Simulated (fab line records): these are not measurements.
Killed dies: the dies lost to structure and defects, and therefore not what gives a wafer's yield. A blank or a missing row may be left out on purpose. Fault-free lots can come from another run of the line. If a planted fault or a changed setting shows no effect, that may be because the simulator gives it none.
Comparing a struck lot with a sound one / flow gf180mcu / 15 out of 602 route steps
Sound: these wafers, L746.4, L746.5, L746.6. The struck wafers were L756.4, L756.5, L756.6. The cause is named last.
Per side, at each step with rows, come the tool, then ch with its chambers, and then its first start. Under that, the readings that differ: sound wafers / struck wafers / difference of the means / sigmas: that difference in standard deviations of wafers without a fault.
alike: readings with means less than 2 such deviations apart, plus words and numbers identical on both sides. not compared: withheld readings, readings lacking a value on some wafer, bounds such as >300 that could conceal the same value, and numbers that have no deviation in the record and whose values overlap.
A row with sigmas, a row that says differs or no value, or rows on one side alone: a step with any of these is where the two part. When numbers do not overlap yet have no deviation, they are printed without sigmas and do not part them. Lack of a reading on every wafer of one side parts them only where that side has two or more wafers.

first, 7 steps without rows for these wafers: GF_V4_HMDS_07 (prime time 60 s); GF_V4_COAT_08; GF_V4_COAT_09 (resist thk 1000 nm); GF_V4_SOFTBAKE_10 (time 60 s); GF_V4_EXPOSE_11 (exposes mask Via4, target cd 260 nm); GF_V4_PEB_12 (peb time 90 s); GF_V4_DEVELOP_13 (develop time 60 s).
GF_V4_CD_MEAS_14: target cd 260 nm.
  sound on cdSem-02, day 25 13:31; struck on cdSem-01, day 28 15:19
  alike: cdNm
GF_V4_OVL_MEAS_15:
  sound on overlay-01, day 25 13:35; struck on overlay-02, day 28 15:23
  alike: V4_OVL
GF_V4_ETCH_16: etches BARC in N2/H2.
  sound on rieDiel-04 ch 2,3, day 25 13:37; struck on rieDiel-02 ch 0,2,3, day 28 15:25
  alike: drypumpMotorCurrentA, oesProductAu, throttleValvePct
GF_V4_ETCH_17: etches SiO2 in C4F8/O2/Ar, stops on TiN, target depth 630 nm.
  sound: rieDiel-04 ch 2,3; struck: rieDiel-02 ch 0,2,3
  alike: oesProductAu
GF_V4_STRIP_18: strips in O2/N2.
  sound on plasmaAsher-03 ch 0,1, day 25 13:46; struck on plasmaAsher-03 ch 0,1, day 28 15:34
  alike: chamberPressureMTorr, drypumpMotorCurrentA, heaterPowerW, o2FlowSccm, oesProductAu
  not compared: rfHoursCounterH
GF_V4_STRIP_19: strips in post etch residue remover, time 1200 s.
  sound on wetBench-02 ch 0, day 25 13:50; struck on wetBench-04 ch 0, day 28 15:38
  no value came back on the struck wafers for bathGuardTempC (C), bathHeatDutyPct (%), timeS (s); on the sound wafers bathGuardTempC (C) reads 73.1 73.3 72.8
then, 1 step without rows for these wafers: GF_V4_CLEAN_20 (cleans in DIW).
-- the record jumps here: 4 days lie between the struck wafers' starts before and after (it left off in module V4 and takes up again in module PASSIVATION, whose first step shown is number 602 of the route) --
GF_PASSIVATION_PROBE_99:
  sound on prober-02, day 30 02:02; struck on prober-02, day 32 17:28
reading=model.etest.via4Chain.rcOhm; sound=6.083 6.435 6.332; struck=7.883 7.628 7.687; difference=+1.449; sigmas=

== WHERE THEY PART ==
Only at GF_V4_STRIP_19, within this record.

WHY: what had been put in by the simulator
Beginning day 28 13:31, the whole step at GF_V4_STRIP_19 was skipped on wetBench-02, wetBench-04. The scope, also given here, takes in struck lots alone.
